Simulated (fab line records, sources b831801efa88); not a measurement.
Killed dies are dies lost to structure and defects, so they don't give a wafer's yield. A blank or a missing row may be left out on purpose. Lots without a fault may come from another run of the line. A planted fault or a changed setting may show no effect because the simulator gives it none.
Which tool did it? | flow gf180mcu | 11 lots, 33 wafers sampled, at 3 steps of a route of 602

WHAT THE GAUGES READ, wafer by wafer
GF_PSD_TW_MEAS_11.
lot  | measured     | on            | PSD_TW
L544 | day 14 05:36 | film_metro-03 | 3172 3197 3205
L545 | day 15 00:05 | film_metro-03 | 3215 3221 3202
L548 | day 16 01:56 | film_metro-03 | 3180 3200 3186
L550 | day 16 20:32 | film_metro-04 | 3181 3182 3190
L551 | day 16 22:50 | film_metro-02 | 3138 3137 3143
L553 | day 17 14:59 | film_metro-03 | 3221 3231 3250
L554 | day 18 05:20 | film_metro-03 | 3208 3209 3221
L556 | day 18 16:30 | film_metro-03 | 3201 3214 3201
L562 | day 20 18:33 | film_metro-02 | 3514 3526 3540
L565 | day 22 00:06 | film_metro-04 | 3577 3582 3577
L567 | day 22 12:40 | film_metro-04 | 3198 3177 3194

WHICH TOOL RAN EACH LOT (tool, then ch and the chambers of the sampled wafers, then the start)
lot  | GF_PSD_IMPLANT_09               | GF_PSD_STRIP_10
L544 | implanter-04 ch 0, day 14 05:23 | plasma_asher-01 ch 0,1, day 14 05:31
L545 | implanter-03 ch 0, day 14 23:52 | plasma_asher-04 ch 0,1, day 15 00:00
L548 | implanter-03 ch 0, day 16 01:43 | plasma_asher-01 ch 0,1, day 16 01:52
L550 | implanter-04 ch 0, day 16 20:18 | plasma_asher-04 ch 0,1, day 16 20:25
L551 | implanter-01 ch 0, day 16 22:37 | plasma_asher-04 ch 0, day 16 22:44
L553 | implanter-01 ch 0, day 17 14:44 | plasma_asher-04 ch 0,1, day 17 14:53
L554 | implanter-01 ch 0, day 18 05:05 | plasma_asher-03 ch 0,1, day 18 05:14
L556 | implanter-04 ch 0, day 18 16:16 | plasma_asher-03 ch 0,1, day 18 16:23
L562 | implanter-01 ch 0, day 20 18:00 | plasma_asher-04 ch 0,1, day 20 18:26
L565 | implanter-03 ch 0, day 21 23:33 | plasma_asher-03 ch 0,1, day 21 23:59
L567 | implanter-01 ch 0, day 22 12:25 | plasma_asher-01 ch 0,1, day 22 12:34
- GF_PSD_IMPLANT_09
- GF_PSD_STRIP_10: strips in O2/N2.

THE ANSWER, worked out from the rows above alone
Rule: what is usual is taken from the lots themselves. Put in order of their means at a reading, lots are off if they are a third of the lots or fewer, leave a main group of 4 or more, and stand apart from it by a gap of 3 or more times the standard deviation of the main group's means; of several such gaps the widest counts. A main group whose means are all the same, to the digits that the tables above print for the reading, isn't used. A lot without any number at a reading at which 4 lots or more have one is off too. The other lots that the step has rows for count as sound.
Off: L562, L565, at GF_PSD_TW_MEAS_11 (PSD_TW). The main group: mean 3195, standard deviation 25.
A tool fits if, at a process step before that reading, it ran every lot that is off, and no sound lot after the first of them. The gauges at GF_PSD_TW_MEAS_11 are tried like those tools. None of those tried fits.

WHAT THE SIMULATOR HAD PUT IN
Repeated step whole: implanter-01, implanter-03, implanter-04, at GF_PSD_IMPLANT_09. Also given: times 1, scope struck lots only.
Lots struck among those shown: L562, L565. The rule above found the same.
